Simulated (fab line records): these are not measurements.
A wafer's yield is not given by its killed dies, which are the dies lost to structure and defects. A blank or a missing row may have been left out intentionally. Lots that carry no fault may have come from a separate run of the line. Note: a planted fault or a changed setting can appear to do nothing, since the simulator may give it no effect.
fab line records :: flow sky130 :: part 2 of 2: steps 27 to 36 of 36
[record]
  lots = 5
  wafers = 15
  last_day = 49
route steps=708 shown VIA2@520 METAL3@532 CAPM@537
lots that met no fault: from a run of the same line without faults
start_h: start of the lot's first displayed wafer, in hours after the record's first day :: wait_h: hours elapsed since this lot's preceding step :: " repeats the value in the row above :: L1.1+2: a single row standing in for several wafers :: - no value present, or no start provided :: * or withheld: withheld :: < > ~ a bound
route shown NAME@n: NAME is a module with steps in the file, n the number in the route of the first one :: usual: mean/standard deviation taken from wafers without a fault :: same: alike in all rows :: chamber/n: place in a boat :: sites: per-site readings :: _std_site: how widely they spread, as a standard deviation :: _edge_site: the outer-site mean with the inner-site mean subtracted :: radius_mm: how far each site lies from the wafer's centre :: mask NAME#n: copy n :: behind: the most recent tool/chamber to have shaped the wafer :: hold: cause of the lot's hold/its duration in hours/its outcome :: device: whichever transistor did not switch (one of n, p or np) :: end of line: tests run on the same wafers once the route is complete :: where a step has no rows: the recipe by itself :: killed: dies lost to structure and defects at the first sort, not the wafer's yield :: map: dies across one wafer; x = killed, . = not, _ = none there
set.NAME: the setting as run; set.NAME@STEP: as run at that earlier step :: model.NAME: the simulator's own value behind a step, which no gauge read
lots seen at some steps along the route; tables by step, rows by wafer
services: the hour from which a tool's chamber was out of use, counted from the record's first day as start_h (under 0 if before that day), plus the number of hours and why
[[steps]]
[step SKY_CAPM_EXPOSE_09]
[recipe]
  mask_id = CAPM
  na = 0.6
  source_shape = conventional
  sigma_outer = 0.6
  polarization = unpolarized
  target_cd_nm = 1000
  dose_mj = 159
[usual]
  focus_offset_nm = -0.1/0.51
lot.wafer: L078.4
tool: iline_stepper-01
chamber: 0
start_h: -
wait_h: -
mask: CAPM#0
focus_offset_nm: 0.5

lot.wafer: L078.5
tool: iline_stepper-01
chamber: 0
start_h: -
wait_h: -
mask: CAPM#0
focus_offset_nm: 0.0

lot.wafer: L078.6
tool: iline_stepper-01
chamber: 0
start_h: -
wait_h: -
mask: CAPM#0
focus_offset_nm: 0.5

lot.wafer: L080.1
tool: iline_stepper-01
chamber: 0
start_h: -
wait_h: -
mask: CAPM#0
focus_offset_nm: -0.2

lot.wafer: L080.5
tool: iline_stepper-01
chamber: 0
start_h: -
wait_h: -
mask: CAPM#0
focus_offset_nm: -0.9

lot.wafer: L080.6
tool: iline_stepper-01
chamber: 0
start_h: -
wait_h: -
mask: CAPM#0
focus_offset_nm: -0.8

lot.wafer: L083.2
tool: iline_stepper-02
chamber: 0
start_h: -
wait_h: -
mask: CAPM#0
focus_offset_nm: 0.1

lot.wafer: L083.4
tool: iline_stepper-02
chamber: 0
start_h: -
wait_h: -
mask: CAPM#0
focus_offset_nm: 0.4

lot.wafer: L083.6
tool: iline_stepper-02
chamber: 0
start_h: -
wait_h: -
mask: CAPM#0
focus_offset_nm: 0.5

lot.wafer: L092.1
tool: iline_stepper-02
chamber: 0
start_h: -
wait_h: -
mask: CAPM#0
focus_offset_nm: 0.6

lot.wafer: L092.2
tool: iline_stepper-02
chamber: 0
start_h: -
wait_h: -
mask: CAPM#0
focus_offset_nm: 0.9

lot.wafer: L092.3
tool: iline_stepper-02
chamber: 0
start_h: -
wait_h: -
mask: CAPM#0
focus_offset_nm: 0.2

lot.wafer: L093.2
tool: iline_stepper-02
chamber: 0
start_h: -
wait_h: -
mask: CAPM#0
focus_offset_nm: 0.0

lot.wafer: L093.3
tool: iline_stepper-02
chamber: 0
start_h: -
wait_h: -
mask: CAPM#0
focus_offset_nm: 0.4

lot.wafer: L093.4
tool: iline_stepper-02
chamber: 0
start_h: -
wait_h: -
mask: CAPM#0
focus_offset_nm: -0.5
[step SKY_CAPM_PEB_10]
[recipe]
  temp_c = withheld
  time_s = *
  resist = NOVOLAK
lot.wafer: L078.4+5+6
tool: litho_track-03
chamber: 0
start_h: -
wait_h: -

lot.wafer: L080.1+5+6
tool: litho_track-04
chamber: 0
start_h: -
wait_h: -

lot.wafer: L083.2+4+6
tool: litho_track-01
chamber: 0
start_h: -
wait_h: -

lot.wafer: L092.1+2+3
tool: litho_track-01
chamber: 0
start_h: -
wait_h: -

lot.wafer: L093.2+3+4
tool: litho_track-04
chamber: 0
start_h: -
wait_h: -
[step SKY_CAPM_DEVELOP_11]
[recipe]
  resist = NOVOLAK
  developer = TMAH
  develop_time_s = 60
  dev_temp_c = 23
lot.wafer: L078.4+5+6
tool: litho_track-03
chamber: 0
start_h: 902.25
wait_h: 0.1

lot.wafer: L080.1+5+6
tool: litho_track-04
chamber: 0
start_h: 920.34
wait_h: 0.1

lot.wafer: L083.2+4+6
tool: litho_track-01
chamber: 0
start_h: 945.84
wait_h: 0.1

lot.wafer: L092.1+2+3
tool: litho_track-01
chamber: 0
start_h: 999.46
wait_h: 0.1

lot.wafer: L093.2+3+4
tool: litho_track-04
chamber: 0
start_h: 1009.01
wait_h: 0.1
[step SKY_CAPM_OVL_MEAS_12]
[usual]
  CAPM_OVL = -0.6/1.8
lot.wafer: L078.4
tool: overlay-01
chamber: -
start_h: 902.34
wait_h: 0.1
CAPM_OVL[nm]: -2.8

lot.wafer: L078.5
tool: overlay-01
chamber: -
start_h: 902.34
wait_h: 0.1
CAPM_OVL[nm]: -0.8

lot.wafer: L078.6
tool: overlay-01
chamber: -
start_h: 902.34
wait_h: 0.1
CAPM_OVL[nm]: -1.9

lot.wafer: L080.1
tool: overlay-02
chamber: -
start_h: 920.49
wait_h: 0.1
CAPM_OVL[nm]: -1.2

lot.wafer: L080.5
tool: overlay-02
chamber: -
start_h: 920.49
wait_h: 0.1
CAPM_OVL[nm]: -0.4

lot.wafer: L080.6
tool: overlay-02
chamber: -
start_h: 920.49
wait_h: 0.1
CAPM_OVL[nm]: -2.2

lot.wafer: L083.2
tool: overlay-01
chamber: -
start_h: 945.97
wait_h: 0.1
CAPM_OVL[nm]: -2.1

lot.wafer: L083.4
tool: overlay-01
chamber: -
start_h: 945.97
wait_h: 0.1
CAPM_OVL[nm]: -3.0

lot.wafer: L083.6
tool: overlay-01
chamber: -
start_h: 945.97
wait_h: 0.1
CAPM_OVL[nm]: -1.3

lot.wafer: L092.1
tool: overlay-02
chamber: -
start_h: 999.61
wait_h: 0.1
CAPM_OVL[nm]: -1.2

lot.wafer: L092.2
tool: overlay-02
chamber: -
start_h: 999.61
wait_h: 0.1
CAPM_OVL[nm]: -2.4

lot.wafer: L092.3
tool: overlay-02
chamber: -
start_h: 999.61
wait_h: 0.1
CAPM_OVL[nm]: -0.9

lot.wafer: L093.2
tool: overlay-01
chamber: -
start_h: 1009.14
wait_h: 0.1
CAPM_OVL[nm]: -0.1

lot.wafer: L093.3
tool: overlay-01
chamber: -
start_h: 1009.14
wait_h: 0.1
CAPM_OVL[nm]: -0.6

lot.wafer: L093.4
tool: overlay-01
chamber: -
start_h: 1009.14
wait_h: 0.1
CAPM_OVL[nm]: -1.2
[step SKY_CAPM_METAL_ETCH_13]
[recipe]
  target_depth_nm = 220
  stop_on = SiO2
  chemistry = Cl2/BCl3
  target = TiN
  pressure_mtorr = 10
  icp_w = 900
  bias_w = 48.5
  Cl2_flow_sccm = 60
  bcl3_flow_sccm = 30
  time_s = 62.9
[usual]
  chamber_pressure_mTorr = 10.000/0.0095
  drypump_motor_current_A = 5.78/0.3
  oes_product_au = 0.941/0.0075
  throttle_valve_pct = 21.901/0.0091
lot.wafer: L078.4
tool: rie_metal-01
chamber: 1
start_h: 902.38
wait_h: 0.0
chamber_pressure_mTorr: 9.996
drypump_motor_current_A: 5.83
oes_product_au: 0.933
rf_hours_counter_h: -
throttle_valve_pct: 21.900

lot.wafer: L078.5
tool: rie_metal-01
chamber: 1
start_h: 902.38
wait_h: 0.0
chamber_pressure_mTorr: 9.987
drypump_motor_current_A: 5.83
oes_product_au: 0.946
rf_hours_counter_h: -
throttle_valve_pct: 21.903

lot.wafer: L078.6
tool: rie_metal-01
chamber: 0
start_h: 902.38
wait_h: 0.0
chamber_pressure_mTorr: 10.011
drypump_motor_current_A: 5.88
oes_product_au: 0.950
rf_hours_counter_h: -
throttle_valve_pct: 21.899

lot.wafer: L080.1
tool: rie_metal-01
chamber: 0
start_h: 920.52
wait_h: 0.0
chamber_pressure_mTorr: 10.002
drypump_motor_current_A: 5.88
oes_product_au: 0.934
rf_hours_counter_h: 8
throttle_valve_pct: 21.912

lot.wafer: L080.5
tool: rie_metal-01
chamber: 1
start_h: 920.52
wait_h: 0.0
chamber_pressure_mTorr: 10.012
drypump_motor_current_A: 5.83
oes_product_au: 0.948
rf_hours_counter_h: -
throttle_valve_pct: 21.894

lot.wafer: L080.6
tool: rie_metal-01
chamber: 0
start_h: 920.52
wait_h: 0.0
chamber_pressure_mTorr: 10.006
drypump_motor_current_A: 5.85
oes_product_au: 0.947
rf_hours_counter_h: -
throttle_valve_pct: 21.896

lot.wafer: L083.2
tool: rie_metal-01
chamber: 1
start_h: 946.00
wait_h: 0.0
chamber_pressure_mTorr: 9.995
drypump_motor_current_A: 5.82
oes_product_au: 0.944
rf_hours_counter_h: 7
throttle_valve_pct: 21.907

lot.wafer: L083.4
tool: rie_metal-01
chamber: 0
start_h: 946.00
wait_h: 0.0
chamber_pressure_mTorr: 9.998
drypump_motor_current_A: 5.86
oes_product_au: 0.940
rf_hours_counter_h: -
throttle_valve_pct: 21.906

lot.wafer: L083.6
tool: rie_metal-01
chamber: 1
start_h: 946.00
wait_h: 0.0
chamber_pressure_mTorr: 9.984
drypump_motor_current_A: 5.81
oes_product_au: 0.934
rf_hours_counter_h: -
throttle_valve_pct: 21.913

lot.wafer: L092.1
tool: rie_metal-01
chamber: 1
start_h: 999.65
wait_h: 0.0
chamber_pressure_mTorr: 9.991
drypump_motor_current_A: 5.82
oes_product_au: 0.951
rf_hours_counter_h: 11
throttle_valve_pct: 21.899

lot.wafer: L092.2
tool: rie_metal-01
chamber: 0
start_h: 999.65
wait_h: 0.0
chamber_pressure_mTorr: 10.000
drypump_motor_current_A: 5.86
oes_product_au: 0.955
rf_hours_counter_h: 12
throttle_valve_pct: 21.899

lot.wafer: L092.3
tool: rie_metal-01
chamber: 1
start_h: 999.65
wait_h: 0.0
chamber_pressure_mTorr: 10.000
drypump_motor_current_A: 5.83
oes_product_au: 0.945
rf_hours_counter_h: -
throttle_valve_pct: 21.891

lot.wafer: L093.2
tool: rie_metal-04
chamber: 0
start_h: 1009.17
wait_h: 0.0
chamber_pressure_mTorr: 9.986
drypump_motor_current_A: 5.43
oes_product_au: 0.944
rf_hours_counter_h: 10
throttle_valve_pct: 21.904

lot.wafer: L093.3
tool: rie_metal-04
chamber: 1
start_h: 1009.17
wait_h: 0.0
chamber_pressure_mTorr: 10.000
drypump_motor_current_A: 6.23
oes_product_au: 0.943
rf_hours_counter_h: -
throttle_valve_pct: 21.912

lot.wafer: L093.4
tool: rie_metal-04
chamber: 0
start_h: 1009.17
wait_h: 0.0
chamber_pressure_mTorr: 9.989
drypump_motor_current_A: 5.41
oes_product_au: 0.930
rf_hours_counter_h: -
throttle_valve_pct: 21.904
[step SKY_CAPM_STRIP_14]
[recipe]
  chemistry = O2/N2
  power_w = 1400
  pressure_mtorr = 1500
  platen_temp_c = withheld
  o2_flow_sccm = 3000
  n2_flow_sccm = 300
  overash_fraction = 0.5
[usual]
  chamber_pressure_mTorr = 1500.0/1.5
  drypump_motor_current_A = 5.9/0.35
  oes_product_au = 0.710/0.0042
  strip_time_to_endpoint_s = 12.66/0.04
lot.wafer: L078.4
tool: plasma_asher-03
chamber: 1
start_h: 902.47
wait_h: 0.1
chamber_pressure_mTorr: 1500.6
drypump_motor_current_A: 6.4
oes_product_au: 0.715
rf_hours_counter_h: -
strip_time_to_endpoint_s: 12.64

lot.wafer: L078.5
tool: plasma_asher-03
chamber: 0
start_h: 902.47
wait_h: 0.1
chamber_pressure_mTorr: 1499.8
drypump_motor_current_A: 5.4
oes_product_au: 0.709
rf_hours_counter_h: -
strip_time_to_endpoint_s: 12.65

lot.wafer: L078.6
tool: plasma_asher-03
chamber: 1
start_h: 902.47
wait_h: 0.1
chamber_pressure_mTorr: 1500.4
drypump_motor_current_A: 6.4
oes_product_au: 0.705
rf_hours_counter_h: -
strip_time_to_endpoint_s: 12.57

lot.wafer: L080.1
tool: plasma_asher-02
chamber: 0
start_h: 920.60
wait_h: 0.1
chamber_pressure_mTorr: 1499.7
drypump_motor_current_A: 5.8
oes_product_au: 0.712
rf_hours_counter_h: 51
strip_time_to_endpoint_s: 12.63

lot.wafer: L080.5
tool: plasma_asher-02
chamber: 1
start_h: 920.60
wait_h: 0.1
chamber_pressure_mTorr: 1501.9
drypump_motor_current_A: 6.1
oes_product_au: 0.705
rf_hours_counter_h: -
strip_time_to_endpoint_s: 12.67

lot.wafer: L080.6
tool: plasma_asher-02
chamber: 0
start_h: 920.60
wait_h: 0.1
chamber_pressure_mTorr: 1501.2
drypump_motor_current_A: 5.8
oes_product_au: 0.711
rf_hours_counter_h: -
strip_time_to_endpoint_s: 12.59

lot.wafer: L083.2
tool: plasma_asher-04
chamber: 1
start_h: 946.08
wait_h: 0.1
chamber_pressure_mTorr: 1500.1
drypump_motor_current_A: 5.9
oes_product_au: 0.711
rf_hours_counter_h: 19
strip_time_to_endpoint_s: 12.62

lot.wafer: L083.4
tool: plasma_asher-04
chamber: 1
start_h: 946.08
wait_h: 0.1
chamber_pressure_mTorr: 1502.3
drypump_motor_current_A: 5.9
oes_product_au: 0.706
rf_hours_counter_h: -
strip_time_to_endpoint_s: 12.66

lot.wafer: L083.6
tool: plasma_asher-04
chamber: 1
start_h: 946.08
wait_h: 0.1
chamber_pressure_mTorr: 1498.6
drypump_motor_current_A: 5.9
oes_product_au: 0.714
rf_hours_counter_h: -
strip_time_to_endpoint_s: 12.63

lot.wafer: L092.1
tool: plasma_asher-03
chamber: 0
start_h: 999.73
wait_h: 0.1
chamber_pressure_mTorr: 1500.6
drypump_motor_current_A: 5.4
oes_product_au: 0.714
rf_hours_counter_h: 85
strip_time_to_endpoint_s: 12.71

lot.wafer: L092.2
tool: plasma_asher-03
chamber: 1
start_h: 999.73
wait_h: 0.1
chamber_pressure_mTorr: 1499.8
drypump_motor_current_A: 6.5
oes_product_au: 0.711
rf_hours_counter_h: 85
strip_time_to_endpoint_s: 12.69

lot.wafer: L092.3
tool: plasma_asher-03
chamber: 1
start_h: 999.73
wait_h: 0.1
chamber_pressure_mTorr: 1498.7
drypump_motor_current_A: 6.4
oes_product_au: 0.709
rf_hours_counter_h: -
strip_time_to_endpoint_s: 12.70

lot.wafer: L093.2
tool: plasma_asher-02
chamber: 0
start_h: 1009.25
wait_h: 0.1
chamber_pressure_mTorr: 1497.4
drypump_motor_current_A: 5.8
oes_product_au: 0.712
rf_hours_counter_h: 59
strip_time_to_endpoint_s: 12.72

lot.wafer: L093.3
tool: plasma_asher-02
chamber: 0
start_h: 1009.25
wait_h: 0.1
chamber_pressure_mTorr: 1502.0
drypump_motor_current_A: 5.9
oes_product_au: 0.722
rf_hours_counter_h: -
strip_time_to_endpoint_s: 12.67

lot.wafer: L093.4
tool: plasma_asher-02
chamber: 1
start_h: 1009.25
wait_h: 0.1
chamber_pressure_mTorr: 1498.9
drypump_motor_current_A: 6.1
oes_product_au: 0.713
rf_hours_counter_h: -
strip_time_to_endpoint_s: 12.74
[step SKY_CAPM_STRIP_15]
[recipe]
  chemistry = post_etch_residue_remover
  time_s = 1200
  temp_c = 72.5
[usual]
  bath_guard_temp_C = 72.5/0.6
lot.wafer: L078.4
tool: wet_bench-03
chamber: 2
start_h: 902.53
wait_h: 0.0
bath_guard_temp_C: 72.7

lot.wafer: L078.5
tool: wet_bench-03
chamber: 2
start_h: 902.53
wait_h: 0.0
bath_guard_temp_C: 72.4

lot.wafer: L078.6
tool: wet_bench-03
chamber: 2
start_h: 902.53
wait_h: 0.0
bath_guard_temp_C: 72.6

lot.wafer: L080.1
tool: wet_bench-04
chamber: 1
start_h: 920.70
wait_h: 0.1
bath_guard_temp_C: 72.6

lot.wafer: L080.5
tool: wet_bench-04
chamber: 1
start_h: 920.70
wait_h: 0.1
bath_guard_temp_C: 72.2

lot.wafer: L080.6
tool: wet_bench-04
chamber: 1
start_h: 920.70
wait_h: 0.1
bath_guard_temp_C: 72.5

lot.wafer: L083.2
tool: wet_bench-03
chamber: 0
start_h: 946.18
wait_h: 0.1
bath_guard_temp_C: 72.3

lot.wafer: L083.4
tool: wet_bench-03
chamber: 0
start_h: 946.18
wait_h: 0.1
bath_guard_temp_C: 71.9

lot.wafer: L083.6
tool: wet_bench-03
chamber: 0
start_h: 946.18
wait_h: 0.1
bath_guard_temp_C: 72.5

lot.wafer: L092.1
tool: wet_bench-04
chamber: 1
start_h: 999.83
wait_h: 0.1
bath_guard_temp_C: 72.3

lot.wafer: L092.2
tool: wet_bench-04
chamber: 1
start_h: 999.83
wait_h: 0.1
bath_guard_temp_C: 72.6

lot.wafer: L092.3
tool: wet_bench-04
chamber: 1
start_h: 999.83
wait_h: 0.1
bath_guard_temp_C: 72.7

lot.wafer: L093.2
tool: wet_bench-02
chamber: 1
start_h: 1009.35
wait_h: 0.1
bath_guard_temp_C: 72.8

lot.wafer: L093.3
tool: wet_bench-02
chamber: 1
start_h: 1009.35
wait_h: 0.1
bath_guard_temp_C: 72.7

lot.wafer: L093.4
tool: wet_bench-02
chamber: 1
start_h: 1009.35
wait_h: 0.1
bath_guard_temp_C: 72.8
[step SKY_CAPM_CLEAN_16]
[recipe]
  chemistry = IPA
  time_s = 180
  temp_c = 25
lot.wafer: L078.4+5+6
tool: wet_bench-04
chamber: 0
start_h: 902.88
wait_h: 0.0

lot.wafer: L080.1+5+6
tool: wet_bench-02
chamber: 2
start_h: 921.04
wait_h: 0.0

lot.wafer: L083.2+4+6
tool: wet_bench-04
chamber: 2
start_h: 946.52
wait_h: 0.0

lot.wafer: L092.1+2+3
tool: wet_bench-02
chamber: 0
start_h: 1000.17
wait_h: 0.0

lot.wafer: L093.2+3+4
tool: wet_bench-03
chamber: 1
start_h: 1009.72
wait_h: 0.0
[step SKY_CAPM_CLEAN_17]
[recipe]
  chemistry = O3/DIW
  dry = n2_spin
lot.wafer: L078.4+5+6
tool: wet_bench-03
chamber: 1
start_h: 902.93
wait_h: 0.0

lot.wafer: L080.1+5+6
tool: wet_bench-04
chamber: 0
start_h: 921.12
wait_h: 0.0

lot.wafer: L083.2+4+6
tool: wet_bench-02
chamber: 0
start_h: 946.58
wait_h: 0.0

lot.wafer: L092.1+2+3
tool: wet_bench-04
chamber: 2
start_h: 1000.23
wait_h: 0.0

lot.wafer: L093.2+3+4
tool: wet_bench-02
chamber: 1
start_h: 1009.78
wait_h: 0.0
[step SKY_METAL3_DEHYDRATE_05]
[recipe]
  temp_c = 200
  time_s = 60
lot.wafer: L078.4+5+6
tool: litho_track-03
chamber: 0
start_h: 915.20
wait_h: 12.2

lot.wafer: L080.1+5+6
tool: litho_track-03
chamber: 0
start_h: 932.37
wait_h: 11.2

lot.wafer: L083.2+4+6
tool: litho_track-02
chamber: 0
start_h: 958.09
wait_h: 11.4

lot.wafer: L092.1+2+3
tool: litho_track-03
chamber: 0
start_h: 1011.27
wait_h: 10.9

lot.wafer: L093.2+3+4
tool: litho_track-01
chamber: 0
start_h: 1020.44
wait_h: 10.6
[[services]]
tool: rie_diel-04
chamber: 0
start_h: 859.97
hours: 1.6
kind: repair

tool: plasma_asher-01
chamber: -
start_h: 872.42
hours: 2.1
kind: repair

tool: plasma_asher-04
chamber: -
start_h: 881.52
hours: 2.8
kind: pm

tool: cmp-02
chamber: -
start_h: 886.02
hours: 1.9
kind: repair

tool: cmp-02
chamber: -
start_h: 888.00
hours: 4.4
kind: pm

tool: pvd_sputter-01
chamber: -
start_h: 892.39
hours: 7.3
kind: repair

tool: plasma_asher-01
chamber: -
start_h: 898.01
hours: 2.8
kind: pm

tool: cvd_w-02
chamber: -
start_h: 904.00
hours: 14.0
kind: pm

tool: pvd_sputter-04
chamber: -
start_h: 905.54
hours: 3.6
kind: repair

tool: cmp-02
chamber: -
start_h: 912.00
hours: 4.0
kind: pm

tool: wet_bench-01
chamber: -
start_h: 932.96
hours: 3.3
kind: repair

tool: iline_stepper-02
chamber: -
start_h: 934.84
hours: 1.7
kind: pm

tool: cmp-02
chamber: -
start_h: 935.57
hours: 1.6
kind: repair

tool: cvd_w-02
chamber: -
start_h: 938.23
hours: 6.0
kind: pm

tool: cmp-02
chamber: -
start_h: 966.22
hours: 1.9
kind: repair

tool: plasma_asher-03
chamber: -
start_h: 969.84
hours: 8.0
kind: repair

tool: pvd_sputter-03
chamber: -
start_h: 983.43
hours: 1.9
kind: repair

tool: pvd_sputter-01
chamber: -
start_h: 984.57
hours: 1.2
kind: repair

tool: wet_bench-04
chamber: -
start_h: 988.24
hours: 1.9
kind: pm

tool: plasma_asher-01
chamber: -
start_h: 989.01
hours: 1.1
kind: repair

tool: rie_diel-03
chamber: -
start_h: 1010.55
hours: 0.4
kind: repair

tool: pvd_sputter-01
chamber: -
start_h: 1015.28
hours: 2.1
kind: repair

tool: pvd_sputter-03
chamber: -
start_h: 1017.08
hours: 2.3
kind: repair

tool: cmp-02
chamber: -
start_h: 1018.10
hours: 4.3
kind: pm
